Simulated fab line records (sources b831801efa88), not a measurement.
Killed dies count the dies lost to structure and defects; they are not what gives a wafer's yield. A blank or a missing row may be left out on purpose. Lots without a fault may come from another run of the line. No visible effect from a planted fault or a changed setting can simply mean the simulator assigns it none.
fab line records    flow gf180mcu    part 1 of 2: steps 1 to 41 of 43
[record] lots = 7  wafers = 21  lastDay = 33
route steps=602 shown DUAL_GATE@145 POLY_GATE@157 HV_LDD@176 SALICIDE@278 PASSIVATION@602
lots with no fault: from the same line, run without faults
startH: hours from the record's first day to the start of the lot's first wafer shown    waitH: hours from the lot's prior step to this one    " identical to the entry in the row above    L1.1+2: one row covering several wafers at once    - no value, or no start was given    * or withheld: withheld    < > ~ a bound
route shown NAME@n: a module of which the file shows steps, and the number in the route of the first    usual: mean and standard deviation over wafers with no fault    same: alike in all rows    chamber/n: place in a boat    sites: each site's reading    _std_site: how widely they spread, as a standard deviation    _edge_site: mean of outer sites minus mean of inner sites    radiusMm: for every site, how far away it sits from the centre of the wafer    mask NAME#n: copy n    behind: the last tool/chamber to shape the wafer    hold: why the lot went on hold/how many hours it stayed there/how the hold came to an end    device: which transistor (n, p or np) failed to switch    end of line: tests run on the same wafers once the route is complete    where a step has no rows: the recipe by itself    killed: dies lost to structure and defects at the first sort, not the wafer's yield    map: shows each die of a wafer: x if killed, . if not, _ if none is there
set.NAME: the setting the step ran with; set.NAME@STEP: the setting that earlier step ran with    model.NAME: the simulator's own value behind a step, which no gauge read
lots at some steps of the route; a table a step, a row a wafer
services: the hour from which a tool's chamber was out of use, counted from the record's first day as startH (under 0 if before that day), plus the number of hours and why
[[steps]]
[step GF_DUAL_GATE_DEHYDRATE_04]
[recipe] tempC = 200  timeS = 60
[step GF_DUAL_GATE_HMDS_05]
[recipe] primeTimeS = 60  primeTempC = 120
[step GF_DUAL_GATE_COAT_06]
[recipe] resist = NOVOLAK  spinRpm = 3000  resistThkNm = 1000
[step GF_DUAL_GATE_SOFTBAKE_07]
[recipe] tempC = 90  timeS = 60  resist = NOVOLAK
[step GF_DUAL_GATE_EXPOSE_08]
[recipe] maskId = Dualgate  targetCdNm = 700  na = 0.6  sourceShape = conventional  sigmaOuter = 0.6  doseMj = 140
[step GF_DUAL_GATE_PEB_09]
[recipe] tempC = withheld  timeS = *  resist = NOVOLAK
[step GF_DUAL_GATE_DEVELOP_10]
[recipe] developTimeS = 60  devTempC = 23
[step GF_DUAL_GATE_OVL_MEAS_11]
[usual] DUAL_GATE_OVL = -0.7/1.3
lot.wafer  tool        chamber  startH  waitH  DUAL_GATE_OVL[nm]
L927.1     overlay-02  -        184.67  0.1    0.6
L927.2     "           -        "       "      -0.9
L927.4     "           -        "       "      0.8
L933.1     overlay-01  -        240.25  0.1    -1.3
L933.2     "           -        "       "      -0.7
L933.4     "           -        "       "      0.8
L940.1     overlay-01  -        277.25  0.1    -0.3
L940.2     "           -        "       "      -0.5
L940.5     "           -        "       "      0.9
L939.1     overlay-01  -        280.48  0.1    -2.6
L939.2     "           -        "       "      -2.9
L939.6     "           -        "       "      -2.9
L941.1     overlay-02  -        288.35  0.1    -0.8
L941.2     "           -        "       "      -1.4
L941.3     "           -        "       "      -1.3
L943.1     overlay-01  -        300.82  0.1    0.9
L943.2     "           -        "       "      2.0
L943.4     "           -        "       "      -0.3
L942.1     overlay-02  -        302.08  0.1    -1.6
L942.5     "           -        "       "      -0.8
L942.6     "           -        "       "      -0.5
[step GF_DUAL_GATE_WET_ETCH_12]
[recipe] chemistry = dHF  targetDepthNm = 13  dry = n2Spin  target = SiO2  tempC = 25  dilution = 100:1  timeS = 249
[step GF_DUAL_GATE_STRIP_13]
[recipe] chemistry = O2/N2  powerW = 1400  pressureMtorr = 1500  platenTempC = 250  o2FlowSccm = 3000  n2FlowSccm = 300  overashFraction = 0.5
[usual] drypumpMotorCurrentA = 5.6/0.53  heaterPowerW = 341/36  oesProductAu = 0.717/0.0046  stripTimeToEndpointS = 12.63/0.034
lot.wafer  tool            chamber  startH  waitH  drypumpMotorCurrentA  heaterPowerW  oesProductAu  rfHoursCounterH  stripTimeToEndpointS
L927.1     plasmaAsher-04  1        184.79  0.0    4.8                   283           0.714         56               12.64
L927.2     "               0        "       "      5.7                   311           0.713         56               12.67
L927.4     "               0        "       "      5.7                   303           0.718         -                12.65
L933.1     plasmaAsher-04  1        240.37  0.0    4.8                   291           0.717         61               12.63
L933.2     "               0        "       "      5.7                   310           0.714         61               12.61
L933.4     "               1        "       "      4.8                   280           0.726         -                12.59
L940.1     plasmaAsher-02  0        277.37  0.0    5.2                   375           0.713         16               12.61
L940.2     "               1        "       "      6.0                   348           0.713         16               12.60
L940.5     "               0        "       "      5.2                   368           0.715         -                12.59
L939.1     plasmaAsher-02  1        280.59  0.0    6.0                   358           0.716         17               12.66
L939.2     "               0        "       "      5.2                   359           0.716         17               12.66
L939.6     "               0        "       "      5.2                   353           0.724         -                12.63
L941.1     plasmaAsher-02  1        288.47  0.0    6.0                   363           0.712         17               12.63
L941.2     "               0        "       "      5.2                   358           0.725         17               12.63
L941.3     "               0        "       "      5.2                   357           0.713         -                12.63
L943.1     plasmaAsher-01  1        300.95  0.0    5.7                   362           0.719         60               12.67
L943.2     "               0        "       "      6.4                   378           0.719         60               12.66
L943.4     "               0        "       "      6.4                   385           0.714         -                12.67
L942.1     plasmaAsher-04  1        302.19  0.0    4.7                   277           0.705         67               12.62
L942.5     "               1        "       "      4.8                   282           0.709         -                12.64
L942.6     "               0        "       "      5.7                   299           0.711         -                12.61
[step GF_DUAL_GATE_CLEAN_14]
[recipe] chemistry = SC1/SC2  mix = 1:4:20  tempC = 70  timeS = 150  dry = n2Spin
[step GF_DUAL_GATE_OXIDATION_15]
[recipe] tempC = 850  ambient = O2  stabiliseS = 600  purgeS = 300  targetThkA = 70.98  oxTimeS = 1995
[step GF_POLY_GATE_CVD_00]
[recipe] material = poly-Si  targetThkNm = 200  tempC = 620  timeS = 1200  pressureMtorr = 200
[usual] spikeTcBottomC = 642.5/1.8  spikeTcCentreC = 620.8/2  spikeTcLowerC = 619.7/1.1  zonePowerBottomPct = 13.7/1.5  zonePowerCentrePct = 8.8/0.98  zonePowerLowerPct = 9.7/0.33
lot.wafer  tool      chamber  startH  waitH  spikeTcBottomC  spikeTcCentreC  spikeTcLowerC  zonePowerBottomPct  zonePowerCentrePct  zonePowerLowerPct  model.poly-Si_of_POLY_GATE_CVD_00.thkNm
L927.1     lpcvd-02  1        186.50  0.0    643.9           618.7           621.1          13.2                8.1                 9.2                201.3
L927.2     "         1        "       "      644.3           620.6           619.7          13.2                8.0                 9.1                203.7
L927.4     "         1        "       "      644.1           621.3           623.2          13.2                8.1                 8.9                202.6
L933.1     lpcvd-01  0        242.74  0.7    642.1           624.7           620.1          12.8                7.9                 9.5                200.9
L933.2     "         0        "       "      642.0           624.8           618.2          12.5                7.8                 9.4                202.2
L933.4     "         0        "       "      642.8           621.1           618.5          12.5                7.8                 9.7                201.4
L940.1     lpcvd-01  0        279.73  0.7    633.6           613.8           681.6          8.5                 3.5                 22.3               303.9
L940.2     "         0        "       "      631.5           614.4           680.3          8.7                 3.5                 21.4               279.6
L940.5     "         0        "       "      632.0           616.5           682.1          8.5                 3.5                 21.9               229.5
L939.1     lpcvd-01  0        283.69  0.5    631.9           614.9           681.8          8.5                 3.5                 21.8               337.7
L939.2     "         0        "       "      630.9           614.6           680.9          8.5                 3.5                 21.4               352.8
L939.6     "         0        "       "      632.2           615.3           682.3          8.5                 3.6                 21.7               329.3
L941.1     lpcvd-01  1        290.83  0.0    633.4           608.9           681.2          8.9                 4.1                 22.5               304.7
L941.2     "         1        "       "      632.4           610.7           680.6          8.9                 4.1                 23.0               280.6
L941.3     "         1        "       "      633.0           611.0           680.9          8.8                 4.0                 22.9               256
L943.1     lpcvd-02  1        303.07  0.0    644.6           619.0           621.2          13.1                8.1                 9.2                199.3
L943.2     "         1        "       "      643.9           620.4           621.2          13.3                8.0                 9.0                199
L943.4     "         1        "       "      644.2           619.4           621.5          13.2                8.1                 9.2                199.2
L942.1     lpcvd-02  1        304.62  0.0    643.0           621.4           621.7          13.2                8.1                 9.1                198.9
L942.5     "         1        "       "      642.7           619.6           620.3          13.4                8.1                 8.9                198.4
L942.6     "         1        "       "      642.3           618.9           622.3          13.4                8.1                 9.2                199.8
[step GF_POLY_GATE_THK_MEAS_01]
[recipe] reads = poly-Si_of_POLY_GATE_CVD_00
[usual] POLY_GATE_CVD_00_THK = 200.7/2
lot.wafer  tool          chamber  startH  waitH  hold                     POLY_GATE_CVD_00_THK[nm]
L927.1     filmMetro-03  -        187.83  0.0    -                        201.4
L927.2     "             -        "       "      -                        203.8
L927.4     "             -        "       "      -                        202.4
L933.1     filmMetro-02  -        244.07  0.0    -                        201.1
L933.2     "             -        "       "      -                        202.1
L933.4     "             -        "       "      -                        201.4
L940.1     filmMetro-03  -        281.06  0.0    awaitDispo/0.2h/release  303.9
L940.2     "             -        "       "      awaitDispo/0.2h/release  279.7
L940.5     "             -        "       "      awaitDispo/0.2h/release  229.6
L940.1     filmMetro-03  -        281.29  0.2    -                        303.9
L940.2     "             -        "       "      -                        279.5
L940.5     "             -        "       "      -                        229.2
L939.1     filmMetro-03  -        285.02  0.0    awaitDispo/0.2h/release  337.4
L939.2     "             -        "       "      awaitDispo/0.2h/release  352.9
L939.6     "             -        "       "      awaitDispo/0.2h/release  329.1
L939.1     filmMetro-03  -        285.25  0.2    -                        337.7
L939.2     "             -        "       "      -                        352.6
L939.6     "             -        "       "      -                        329.1
L941.1     filmMetro-03  -        292.16  0.0    awaitDispo/0.2h/release  304.9
L941.2     "             -        "       "      awaitDispo/0.2h/release  280.5
L941.3     "             -        "       "      awaitDispo/0.2h/release  256.0
L941.1     filmMetro-03  -        292.39  0.2    -                        304.8
L941.2     "             -        "       "      -                        280.8
L941.3     "             -        "       "      -                        256.0
L943.1     filmMetro-01  -        304.40  0.0    -                        199.4
L943.2     "             -        "       "      -                        198.8
L943.4     "             -        "       "      -                        199.3
L942.1     filmMetro-01  -        305.96  0.0    -                        198.9
L942.5     "             -        "       "      -                        198.3
L942.6     "             -        "       "      -                        199.6
[step GF_POLY_GATE_HMDS_03]
[recipe] primeTimeS = 60  primeTempC = 120
[step GF_POLY_GATE_COAT_04]
[recipe] resist = BARC  tempC = withheld  timeS = withheld  spinRpm = withheld  resistThkNm = withheld
[step GF_POLY_GATE_COAT_05]
[recipe] resist = KrF  spinRpm = withheld  resistThkNm = 700
[step GF_POLY_GATE_SOFTBAKE_06]
[recipe] tempC = 130  timeS = 60  resist = KrF
[step GF_POLY_GATE_EXPOSE_07]
[recipe] maskId = Poly2  targetCdNm = 280  na = 0.68  sourceShape = conventional  sigmaOuter = 0.6  doseMj = 28
[step GF_POLY_GATE_PEB_08]
[recipe] pebTempC = 135  pebTimeS = 90  resist = KrF
[step GF_POLY_GATE_DEVELOP_09]
[recipe] developTimeS = 60  resist = KrF  devTempC = 21.38
[step GF_POLY_GATE_CD_MEAS_10]
[recipe] targetCdNm = 280
[usual] cdNm = 279.6/1.2
lot.wafer  tool      chamber  startH  waitH  cdNm
L927.1     cdSem-02  -        204.52  0.1    279.8
L927.2     "         -        "       "      279.7
L927.4     "         -        "       "      280.2
L933.1     cdSem-02  -        262.12  0.2    279.4
L933.2     "         -        "       "      280.1
L933.4     "         -        "       "      279.2
L940.1     cdSem-01  -        300.83  0.1    278.1
L940.2     "         -        "       "      277.4
L940.5     "         -        "       "      277.6
L941.1     cdSem-02  -        311.67  0.1    282.5
L941.2     "         -        "       "      281.8
L941.3     "         -        "       "      282.5
L943.1     cdSem-01  -        325.23  0.1    279.1
L943.2     "         -        "       "      277.7
L943.4     "         -        "       "      277.8
L942.1     cdSem-01  -        326.27  0.1    277.9
L942.5     "         -        "       "      279.2
L942.6     "         -        "       "      278.9
[step GF_POLY_GATE_OVL_MEAS_11]
[usual] POLY_GATE_OVL = -2/6.1
lot.wafer  tool        chamber  startH  waitH  POLY_GATE_OVL[nm]
L927.1     overlay-02  -        204.64  0.1    -4
L927.2     "           -        "       "      -2
L927.4     "           -        "       "      -7
L933.1     overlay-02  -        262.24  0.1    0
L933.2     "           -        "       "      -4
L933.4     "           -        "       "      -1
L940.1     overlay-01  -        300.95  0.1    -4
L940.2     "           -        "       "      0
L940.5     "           -        "       "      -1
L941.1     overlay-02  -        311.79  0.1    -2
L941.2     "           -        "       "      -5
L941.3     "           -        "       "      -8
L943.1     overlay-01  -        325.35  0.1    -12
L943.2     "           -        "       "      -6
L943.4     "           -        "       "      -4
L942.1     overlay-02  -        326.39  0.1    -2
L942.5     "           -        "       "      -5
L942.6     "           -        "       "      4
[step GF_POLY_GATE_ETCH_12]
[recipe] chemistry = N2/H2  targetDepthA = withheld  overetchA = withheld  timeS = withheld  target = BARC  ionEnergyEv = 200  sourceW = 500  biasW = 100  pressureMtorr = 30  n2FlowSccm = 100  h2FlowSccm = 200
[usual] drypumpMotorCurrentA = 5.6/0.52  oesProductAu = 0.736/0.0044  throttleValvePct = 13.214/0.0091
lot.wafer  tool        chamber  startH  waitH  drypumpMotorCurrentA  oesProductAu  throttleValvePct
L927.1     rieDiel-03  0        204.67  0.0    6.2                   0.728         13.228
L927.2     "           2        "       "      5.7                   0.742         13.216
L927.4     "           1        "       "      6.2                   0.734         13.203
L933.1     rieDiel-02  1        262.28  0.0    4.9                   0.742         13.206
L933.2     "           3        "       "      5.2                   0.738         13.222
L933.4     "           3        "       "      5.2                   0.736         13.218
L940.1     rieDiel-02  0        300.98  0.0    6.4                   0.738         13.203
L940.2     "           3        "       "      5.2                   0.734         13.220
L940.5     "           0        "       "      6.4                   0.734         13.198
L941.1     rieDiel-03  0        311.83  0.0    6.1                   0.737         13.207
L941.2     "           1        "       "      6.2                   0.744         13.210
L941.3     "           2        "       "      5.7                   0.728         13.222
L943.1     rieDiel-03  1        325.38  0.0    6.2                   0.733         13.223
L943.2     "           2        "       "      5.7                   0.728         13.229
L943.4     "           3        "       "      4.8                   0.733         13.212
L942.1     rieDiel-02  2        326.43  0.0    5.7                   0.733         13.198
L942.5     "           1        "       "      4.9                   0.734         13.212
L942.6     "           0        "       "      6.4                   0.734         13.224
[step GF_POLY_GATE_ETCH_13]
[recipe] target = poly-Si  targetDepthNm = 198.5  stopOn = SiO2  overEtchFrac = 0.403  chemistry = HBr/Cl2  icpW = 400  biasW = 100  pressureMtorr = 10  HBr_flow_sccm = 150  Cl2_flow_sccm = 50  timeS = 69.6
[usual] drypumpMotorCurrentA = 5.4/0.41  oesProductAu = 0.989/0.0064  throttleValvePct = 33.685/0.009
lot.wafer  tool      chamber  startH  waitH  drypumpMotorCurrentA  oesProductAu  rfHoursCounterH  throttleValvePct
L927.1     rieSi-01  1        204.73  -      6.2                   0.992         72               33.672
L927.2     "         3        "       "      4.7                   0.986         93               33.690
L927.4     "         0        "       "      5.7                   0.993         33               33.693
L933.1     rieSi-02  3        262.33  -      5.1                   0.985         2                33.691
L933.2     "         1        "       "      5.5                   0.973         91               33.668
L933.4     "         2        "       "      5.2                   0.993         1                33.682
L940.1     rieSi-02  1        301.03  -      5.5                   0.993         91               33.695
L940.2     "         2        "       "      5.2                   1.013         2                33.684
L940.5     "         2        "       "      5.2                   0.996         -                33.676
L941.1     rieSi-02  2        311.88  -      5.2                   0.994         2                33.691
L941.2     "         0        "       "      5.8                   0.979         3                33.681
L941.3     "         3        "       "      5.0                   0.997         2                33.679
L943.1     rieSi-02  1        325.43  -      5.4                   0.981         91               33.691
L943.2     "         3        "       "      5.1                   0.984         2                33.671
L943.4     "         0        "       "      5.8                   0.989         3                33.681
L942.1     rieSi-01  3        326.48  -      4.7                   0.987         94               33.710
L942.5     "         1        "       "      6.1                   0.988         -                33.668
L942.6     "         0        "       "      5.7                   0.990         -                33.689
[step GF_POLY_GATE_STRIP_14]
[recipe] chemistry = O2/N2  powerW = 1400  pressureMtorr = 1500  platenTempC = 250  o2FlowSccm = 3000  n2FlowSccm = 300  overashFraction = 0.5
[usual] drypumpMotorCurrentA = 5.9/0.42  heaterPowerW = 357/20  oesProductAu = 0.505/0.0046
lot.wafer  tool            chamber  startH  waitH  drypumpMotorCurrentA  heaterPowerW  oesProductAu  rfHoursCounterH
L927.1     plasmaAsher-01  0        204.78  0.0    6.5                   373           0.503         50
L927.2     "               1        "       "      5.6                   370           0.509         50
L927.4     "               1        "       "      5.6                   362           0.508         -
L933.1     plasmaAsher-02  1        262.38  0.0    6.0                   362           0.504         15
L933.2     "               0        "       "      5.2                   365           0.507         15
L933.4     "               0        "       "      5.2                   364           0.499         -
L940.1     plasmaAsher-02  0        301.09  0.0    5.2                   366           0.506         19
L940.2     "               1        "       "      6.1                   351           0.509         19
L940.5     "               0        "       "      5.2                   363           0.501         -
L941.1     plasmaAsher-03  0        311.93  0.0    6.2                   320           0.504         55
L941.2     "               1        "       "      6.2                   350           0.508         55
L941.3     "               1        "       "      6.2                   347           0.502         -
L943.1     plasmaAsher-03  1        325.49  0.0    6.2                   350           0.501         57
L943.2     "               0        "       "      6.2                   309           0.504         57
L943.4     "               1        "       "      6.2                   354           0.512         -
L942.1     plasmaAsher-01  0        326.53  0.0    6.5                   378           0.504         63
L942.5     "               0        "       "      6.5                   385           0.505         -
L942.6     "               1        "       "      5.7                   362           0.497         -
[step GF_POLY_GATE_CLEAN_15]
[recipe] chemistry = SC1/SC2  mix = 1:4:20  tempC = 70  timeS = 150  dry = n2Spin
[step GF_POLY_GATE_OXIDATION_16]
[recipe] tempC = 850  ambient = O2  stabiliseS = 600  purgeS = 300  targetThkA = 40  oxTimeS = 899
[step GF_POLY_GATE_THK_MEAS_17]
[recipe] reads = SiO2_of_POLY_GATE_OXIDATION_16
[usual] POLY_GATE_OXIDATION_THK = 4.02/0.07
lot.wafer  tool          chamber  startH  waitH  POLY_GATE_OXIDATION_THK[nm]
L927.1     filmMetro-01  -        206.92  0.0    3.97
L927.2     "             -        "       "      4.01
L927.4     "             -        "       "      3.95
L933.1     filmMetro-02  -        265.42  0.0    3.98
L933.2     "             -        "       "      4.05
L933.4     "             -        "       "      3.94
L940.1     filmMetro-01  -        303.27  0.0    4.11
L940.2     "             -        "       "      4.06
L940.5     "             -        "       "      4.17
L941.1     filmMetro-01  -        313.34  0.0    4.03
L941.2     "             -        "       "      4.06
L941.3     "             -        "       "      4.09
L943.1     filmMetro-03  -        327.32  0.0    4.13
L943.2     "             -        "       "      4.09
L943.4     "             -        "       "      3.98
L942.1     filmMetro-03  -        327.93  0.0    4.05
L942.5     "             -        "       "      4.13
L942.6     "             -        "       "      4.17
[step GF_POLY_GATE_CD_MEAS_18]
[usual] cdNm = 280.0/1.6
lot.wafer  tool      chamber  startH  waitH  cdNm
L927.1     cdSem-02  -        206.98  0.1    280.0
L927.2     "         -        "       "      280.3
L927.4     "         -        "       "      281.7
L933.1     cdSem-02  -        265.48  0.1    281.3
L933.2     "         -        "       "      279.4
L933.4     "         -        "       "      281.3
L940.1     cdSem-01  -        303.33  0.1    278.0
L940.2     "         -        "       "      278.4
L940.5     "         -        "       "      278.9
L941.1     cdSem-02  -        313.40  0.1    283.4
L941.2     "         -        "       "      282.8
L941.3     "         -        "       "      282.0
L943.1     cdSem-01  -        327.38  0.1    280.3
L943.2     "         -        "       "      278.5
L943.4     "         -        "       "      278.1
L942.1     cdSem-01  -        327.99  0.1    277.2
L942.5     "         -        "       "      280.0
L942.6     "         -        "       "      280.0
[step GF_HV_LDD_DEHYDRATE_00]
[recipe] tempC = 200  timeS = 60
[step GF_HV_LDD_HMDS_01]
[recipe] primeTimeS = 60  primeTempC = 120
[step GF_HV_LDD_COAT_02]
[recipe] resist = NOVOLAK  spinRpm = 3000  resistThkNm = 1000
[step GF_HV_LDD_SOFTBAKE_03]
[recipe] tempC = 90  timeS = 60  resist = NOVOLAK
[step GF_HV_LDD_EXPOSE_04]
[recipe] maskId = Nplus_LV_AREA  targetCdNm = 400  na = 0.6  sourceShape = conventional  sigmaOuter = 0.6  doseMj = 140
[step GF_HV_LDD_PEB_05]
[recipe] tempC = withheld  timeS = *  resist = NOVOLAK
[step GF_HV_LDD_DEVELOP_06]
[recipe] developTimeS = 60  devTempC = 23
[step GF_HV_LDD_CD_MEAS_07]
[recipe] targetCdNm = 400
[usual] cdNm = 399.7/2.5
lot.wafer  tool      chamber  startH  waitH  cdNm
L927.1     cdSem-01  -        224.88  0.1    397.9
L927.2     "         -        "       "      398.1
L927.4     "         -        "       "      398.7
L933.1     cdSem-01  -        285.20  0.1    405.6
L933.2     "         -        "       "      401.6
L933.4     "         -        "       "      403.4
L940.1     cdSem-01  -        323.33  0.1    400.3
L940.2     "         -        "       "      397.7
L940.5     "         -        "       "      402.2
L941.1     cdSem-01  -        333.90  0.1    398.8
L941.2     "         -        "       "      397.8
L941.3     "         -        "       "      397.6
L943.1     cdSem-01  -        348.12  0.1    403.6
L943.2     "         -        "       "      403.6
L943.4     "         -        "       "      402.8
L942.1     cdSem-01  -        349.12  0.1    401.3
L942.5     "         -        "       "      399.3
L942.6     "         -        "       "      400.5
[step GF_HV_LDD_OVL_MEAS_08]
[usual] HV_LDD_OVL = -1.0/1.6
lot.wafer  tool        chamber  startH  waitH  HV_LDD_OVL[nm]
L927.1     overlay-02  -        225.00  0.1    -0.7
L927.2     "           -        "       "      -2.6
L927.4     "           -        "       "      0.6
L933.1     overlay-02  -        285.32  0.1    -1.7
L933.2     "           -        "       "      -2.7
L933.4     "           -        "       "      -2.6
L940.1     overlay-02  -        323.45  0.1    -0.6
L940.2     "           -        "       "      -1.5
L940.5     "           -        "       "      -1.3
L941.1     overlay-01  -        334.02  0.1    -4.0
L941.2     "           -        "       "      -3.0
L941.3     "           -        "       "      -3.1
L943.1     overlay-01  -        348.24  0.1    -1.1
L943.2     "           -        "       "      -2.1
L943.4     "           -        "       "      -1.8
L942.1     overlay-01  -        349.24  0.1    -1.1
L942.5     "           -        "       "      -1.1
L942.6     "           -        "       "      -3.1
[step GF_HV_LDD_IMPLANT_09]
[recipe] species = As  energyKev = 40  doseCm2 = 1e+14  tiltDeg = 7
[step GF_HV_LDD_STRIP_10]
[recipe] chemistry = O2/N2  powerW = 1400  pressureMtorr = 1500  platenTempC = 250  o2FlowSccm = 3000  n2FlowSccm = 300  overashFraction = 0.5
[usual] drypumpMotorCurrentA = 5.9/0.48  heaterPowerW = 340/32  oesProductAu = 0.716/0.0042  stripTimeToEndpointS = 12.63/0.033
lot.wafer  tool            chamber  startH  waitH  drypumpMotorCurrentA  heaterPowerW  oesProductAu  rfHoursCounterH  stripTimeToEndpointS
L927.1     plasmaAsher-03  0        225.18  0.1    6.2                   323           0.718         46               12.61
L927.2     "               1        "       "      6.2                   350           0.723         46               12.59
L927.4     "               1        "       "      6.2                   352           0.716         -                12.60
L933.1     plasmaAsher-03  1        285.66  0.2    6.2                   345           0.722         52               12.58
L933.2     "               0        "       "      6.2                   316           0.721         52               12.60
L933.4     "               1        "       "      6.2                   352           0.719         -                12.60
L940.1     plasmaAsher-03  1        323.63  0.1    6.2                   340           0.716         57               12.65
L940.2     "               0        "       "      6.2                   318           0.719         57               12.61
L940.5     "               0        "       "      6.2                   319           0.720         -                12.63
L941.1     plasmaAsher-01  1        334.21  0.1    5.6                   371           0.719         63               12.64
L941.2     "               0        "       "      6.5                   383           0.717         63               12.64
L941.3     "               1        "       "      5.6                   373           0.717         -                12.66
L943.1     plasmaAsher-01  0        348.43  0.1    6.4                   394           0.714         65               12.67
L943.2     "               1        "       "      5.7                   370           0.711         65               12.72
L943.4     "               0        "       "      6.5                   378           0.712         -                12.70
L942.1     plasmaAsher-04  1        349.42  0.1    4.8                   284           0.714         72               12.62
L942.5     "               0        "       "      5.7                   310           0.710         -                12.61
L942.6     "               1        "       "      4.8                   285           0.712         -                12.66
[[key]]
[firstSign] step = GF_POLY_GATE_CVD_00  reading = spikeTcLowerC  direction = up  sigmas = 54  usual = 619.7  struck = 681.3
[effect] step = GF_POLY_GATE_CVD_00  reading = zonePowerLowerPct  direction = up  sigmas = 38  usual = 9.7  struck = 22.1
[effect] step = GF_POLY_GATE_THK_MEAS_01  reading = visit  direction = added
[effect] step = GF_POLY_GATE_THK_MEAS_01  reading = POLY_GATE_CVD_00_THK  direction = up  sigmas = 49  usual = 200.7  struck = 297.1
[modelEffect] step = GF_POLY_GATE_CVD_00  value = poly-Si_of_POLY_GATE_CVD_00.thkNm  without = 201.3  struck = 297.1
[modelEffect] step = GF_SALICIDE_CLEAN_00  value = poly-Si_of_POLY_GATE_CVD_00.thkNm  without = 199.7  struck = 274.5
metAt GF_POLY_GATE_CVD_00
struckWafers L939.1,L939.2,L939.6,L940.1,L940.2,L940.5,L941.1,L941.2,L941.3
scrappedBehind GF_POLY_GATE_THK_MEAS_01 L939.1,L939.2,L939.6
testerLeftOut L940,L941
onsetBetween 242.74 279.73
[fault] kind = processParameterDrift  tool = lpcvd-01  chamber = -  onsetH = 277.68  steps = GF_POLY_GATE_CVD_00  channel = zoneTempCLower  offset = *  shape = step  endH = 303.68
// testerLeftOut: of these lots the tester's yield and bins aren't shown, on N5 and GAA mostly nor the transistor test; their killed dies are dies lost to structure and defects alone, not to doping, threshold or leakage, so they don't give the yield
